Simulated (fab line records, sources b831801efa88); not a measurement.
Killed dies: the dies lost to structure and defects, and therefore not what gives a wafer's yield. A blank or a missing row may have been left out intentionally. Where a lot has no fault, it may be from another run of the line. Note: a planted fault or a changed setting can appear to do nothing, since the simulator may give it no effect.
Which tool did it? / flow gf180mcu / 42 wafers sampled from 14 lots at 1 step of a route of 602

## WHAT EACH GAUGE READ, for each wafer
GF_PSD_CD_MEAS_07: target cd 400 nm. Usual: cd-nm at 399.3 nm, with a standard deviation of 2.3.
lot=L262; measured=day 14 09:05; on=cd-sem-01; cd-nm (nm)=397.5 399.9 398.1; flag=
lot=L263; measured=day 14 18:39; on=cd-sem-02; cd-nm (nm)=399.1 397.8 399.5; flag=
lot=L264; measured=day 15 02:16; on=cd-sem-02; cd-nm (nm)=405.6 402.5 402.4; flag=
lot=L265; measured=day 15 11:45; on=cd-sem-02; cd-nm (nm)=400.0 401.6 398.2; flag=
lot=L267; measured=day 16 02:59; on=cd-sem-01; cd-nm (nm)=395.0 394.8 396.6; flag=
lot=L268; measured=day 16 15:38; on=cd-sem-01; cd-nm (nm)=400.8 400.8 396.8; flag=
lot=L269; measured=day 17 00:26; on=cd-sem-01; cd-nm (nm)=399.4 396.9 400.5; flag=
lot=L272; measured=day 18 03:30; on=cd-sem-01; cd-nm (nm)=397.9 397.3 397.8; flag=
lot=L271; measured=day 18 04:55; on=cd-sem-02; cd-nm (nm)=402.1 401.9 402.3; flag=
lot=L280; measured=day 21 00:01; on=cd-sem-01; cd-nm (nm)=399.9 401.1 400.0; flag=
lot=L281; measured=day 21 09:02; on=cd-sem-02; cd-nm (nm)=395.6 393.8 396.9; flag=
lot=L282; measured=day 21 17:43; on=cd-sem-01; cd-nm (nm)=400.9 402.4 401.8; flag=
lot=L283; measured=day 22 01:40; on=cd-sem-02; cd-nm (nm)=404.2 404.1 403.2; flag=
lot=L284; measured=day 22 11:22; on=cd-sem-01; cd-nm (nm)=399.0 398.0 399.2; flag=

## EACH LOT AND THE TOOL THAT RAN IT (in order: tool; ch and the chambers of the sampled wafers; start)
Before these readings, the record contains no process step.

## AS READ BY THE TOOLS THEMSELVES (means over the sampled wafers that have a number; for cases with no such wafer, the mark the record gives instead)
The record holds no such reading with a usual standard deviation.

## THE ANSWER, worked out from the rows above alone
Rule: a lot counts as off when the mean over its wafers that have a number is more than 3 standard deviations away from the usual mean. Also off: a lot with no number at a reading for which 4 or more lots have one. Any other lot the step has rows for is counted as sound. Order of review: gauges by route order, followed by the tools' own readings, for which a lot's mean as printed above is used. At the first step where some lot is off, the reading lying furthest off is the one used; lots without a number count as furthest.
Across all readings shown, no lot is off: no conclusion can be drawn from this.

## WHAT HAD BEEN PUT IN BY THE SIMULATOR
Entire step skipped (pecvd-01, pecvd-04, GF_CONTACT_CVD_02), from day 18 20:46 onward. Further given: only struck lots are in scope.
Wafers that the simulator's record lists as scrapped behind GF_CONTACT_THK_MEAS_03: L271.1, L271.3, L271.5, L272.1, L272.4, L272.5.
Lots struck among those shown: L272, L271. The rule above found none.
